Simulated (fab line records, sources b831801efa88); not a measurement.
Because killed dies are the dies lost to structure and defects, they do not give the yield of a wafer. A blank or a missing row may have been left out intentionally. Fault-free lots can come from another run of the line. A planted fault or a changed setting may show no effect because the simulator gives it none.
Tool commonality check :: flow gf180mcu :: Sampled: 13 lots, 39 wafers

== THE REASON FOR OPENING IT ==
Of 13 lots, 2 have the reading MVSD_RS flagged at GF_VT_IMPLANT_RS_MEAS_46. Fault-free wafers read 456.5 ohm/sq, with a standard deviation of 1.2.
Rule: a lot gets a flag if all its wafers with a number sit over 4 standard deviations from that mean, or if no wafer of it has a number. As for the other lots, they are considered sound.

lot: L979
measured: day 7 09:44
on: film_metro-04
MVSD_RS (ohm/sq), wafer by wafer: 456.5 456.7 456.7
flag: 

lot: L981
measured: day 7 22:00
on: film_metro-01
MVSD_RS (ohm/sq), wafer by wafer: 457.7 456.8 455.9
flag: 

lot: L984
measured: day 9 05:29
on: film_metro-03
MVSD_RS (ohm/sq), wafer by wafer: 546.0 546.5 545.4
flag: FLAGGED

lot: L985
measured: day 9 19:31
on: film_metro-04
MVSD_RS (ohm/sq), wafer by wafer: 547.2 545.1 546.6
flag: FLAGGED

lot: L988
measured: day 10 13:55
on: film_metro-01
MVSD_RS (ohm/sq), wafer by wafer: 455.6 455.2 455.7
flag: 

lot: L994
measured: day 11 22:41
on: film_metro-03
MVSD_RS (ohm/sq), wafer by wafer: 455.6 454.5 455.5
flag: 

lot: L996
measured: day 12 08:01
on: film_metro-03
MVSD_RS (ohm/sq), wafer by wafer: 455.8 455.6 456.3
flag: 

lot: L997
measured: day 12 16:01
on: film_metro-01
MVSD_RS (ohm/sq), wafer by wafer: 455.8 456.4 455.7
flag: 

lot: L998
measured: day 12 20:46
on: film_metro-01
MVSD_RS (ohm/sq), wafer by wafer: 456.9 457.8 458.6
flag: 

lot: L999
measured: day 13 02:25
on: film_metro-03
MVSD_RS (ohm/sq), wafer by wafer: 458.3 457.5 457.4
flag: 

lot: L100
measured: day 13 11:18
on: film_metro-04
MVSD_RS (ohm/sq), wafer by wafer: 455.4 455.5 456.7
flag: 

lot: L101
measured: day 13 18:52
on: film_metro-04
MVSD_RS (ohm/sq), wafer by wafer: 456.1 454.9 456.2
flag: 

lot: L102
measured: day 14 00:33
on: film_metro-04
MVSD_RS (ohm/sq), wafer by wafer: 458.0 458.3 458.1
flag: 
On average the flagged lots' numbers are 546.1 ohm/sq, which is +89.6 ohm/sq against the usual, or +75 standard deviations.

== LOT BY LOT: THE TOOL USED ==
Before the reading, the record contains 2 process steps out of a 602-step route. Each cell gives the tool, then ch followed by the chambers the sampled wafers passed through, then the start.
lot: L979
flag: 
GF_MVSD_IMPLANT_09: implanter-03 ch 0, day 4 09:32
GF_VT_IMPLANT_RTA_45: rtp_anneal-01 ch 0, day 7 09:37

lot: L981
flag: 
GF_MVSD_IMPLANT_09: implanter-04 ch 0, day 4 18:26
GF_VT_IMPLANT_RTA_45: rtp_anneal-01 ch 0, day 7 21:49

lot: L984
flag: FLAGGED
GF_MVSD_IMPLANT_09: implanter-04 ch 0, day 5 21:28
GF_VT_IMPLANT_RTA_45: rtp_anneal-02 ch 0, day 9 05:17

lot: L985
flag: FLAGGED
GF_MVSD_IMPLANT_09: implanter-04 ch 0, day 6 09:11
GF_VT_IMPLANT_RTA_45: rtp_anneal-01 ch 0, day 9 19:25

lot: L988
flag: 
GF_MVSD_IMPLANT_09: implanter-03 ch 0, day 7 01:38
GF_VT_IMPLANT_RTA_45: rtp_anneal-02 ch 0, day 10 13:48

lot: L994
flag: 
GF_MVSD_IMPLANT_09: implanter-03 ch 0, day 8 04:07
GF_VT_IMPLANT_RTA_45: rtp_anneal-01 ch 0, day 11 22:34

lot: L996
flag: 
GF_MVSD_IMPLANT_09: implanter-02 ch 0, day 8 13:08
GF_VT_IMPLANT_RTA_45: rtp_anneal-02 ch 0, day 12 07:55

lot: L997
flag: 
GF_MVSD_IMPLANT_09: implanter-04 ch 0, day 8 19:55
GF_VT_IMPLANT_RTA_45: rtp_anneal-01 ch 0, day 12 15:55

lot: L998
flag: 
GF_MVSD_IMPLANT_09: implanter-02 ch 0, day 9 01:43
GF_VT_IMPLANT_RTA_45: rtp_anneal-01 ch 0, day 12 20:40

lot: L999
flag: 
GF_MVSD_IMPLANT_09: implanter-04 ch 0, day 9 05:53
GF_VT_IMPLANT_RTA_45: rtp_anneal-01 ch 0, day 13 02:15

lot: L100
flag: 
GF_MVSD_IMPLANT_09: implanter-03 ch 0, day 9 12:10
GF_VT_IMPLANT_RTA_45: rtp_anneal-01 ch 0, day 13 11:12

lot: L101
flag: 
GF_MVSD_IMPLANT_09: implanter-02 ch 0, day 9 19:43
GF_VT_IMPLANT_RTA_45: rtp_anneal-02 ch 0, day 13 18:46

lot: L102
flag: 
GF_MVSD_IMPLANT_09: implanter-03 ch 0, day 10 00:07
GF_VT_IMPLANT_RTA_45: rtp_anneal-01 ch 0, day 14 00:27
These steps, and what they do:
- GF_MVSD_IMPLANT_09
- GF_VT_IMPLANT_RTA_45: time 30 s.
- GF_VT_IMPLANT_RS_MEAS_46: measures by four-point-probe.

== FLAGGED OVER TOTAL, TOOL BY TOOL (the gauges that took the reading come last) ==
step: GF_MVSD_IMPLANT_09
tool: implanter-02
lots run: 3
flagged: 0
share of the flagged lots: none
sound lots run after its first flagged lot: -

step: GF_MVSD_IMPLANT_09
tool: implanter-03
lots run: 5
flagged: 0
share of the flagged lots: none
sound lots run after its first flagged lot: -

step: GF_MVSD_IMPLANT_09
tool: implanter-04
lots run: 5
flagged: 2
share of the flagged lots: all
sound lots run after its first flagged lot: 2 (L997,L999)

step: GF_VT_IMPLANT_RTA_45
tool: rtp_anneal-01
lots run: 9
flagged: 1
share of the flagged lots: some
sound lots run after its first flagged lot: 6 (L994,L997,L998,L999,L100,L102)

step: GF_VT_IMPLANT_RTA_45
tool: rtp_anneal-02
lots run: 4
flagged: 1
share of the flagged lots: some
sound lots run after its first flagged lot: 3 (L988,L996,L101)

step: GF_VT_IMPLANT_RS_MEAS_46
tool: film_metro-01
lots run: 4
flagged: 0
share of the flagged lots: none
sound lots run after its first flagged lot: -

step: GF_VT_IMPLANT_RS_MEAS_46
tool: film_metro-03
lots run: 4
flagged: 1
share of the flagged lots: some
sound lots run after its first flagged lot: 3 (L994,L996,L999)

step: GF_VT_IMPLANT_RS_MEAS_46
tool: film_metro-04
lots run: 5
flagged: 1
share of the flagged lots: some
sound lots run after its first flagged lot: 3 (L100,L101,L102)

== WHAT IS ALLOWED BY THE TABLE ==
1 row of the table ran every flagged lot: implanter-04 at GF_MVSD_IMPLANT_09.
- implanter-04 at GF_MVSD_IMPLANT_09 ran 5 lots, 2 of them flagged. Sound lots ran on it after the first flagged one (L997, L999), which a lasting fault on the whole tool wouldn't allow. Its own readings (dose_ions_cm2, faraday_current_uA) fall more than 4 standard deviations out on all wafers of the flagged lots.
Every row of the table either missed a flagged lot or ran a sound lot after the first.

== WHAT THE SIMULATOR HAD PUT IN ==
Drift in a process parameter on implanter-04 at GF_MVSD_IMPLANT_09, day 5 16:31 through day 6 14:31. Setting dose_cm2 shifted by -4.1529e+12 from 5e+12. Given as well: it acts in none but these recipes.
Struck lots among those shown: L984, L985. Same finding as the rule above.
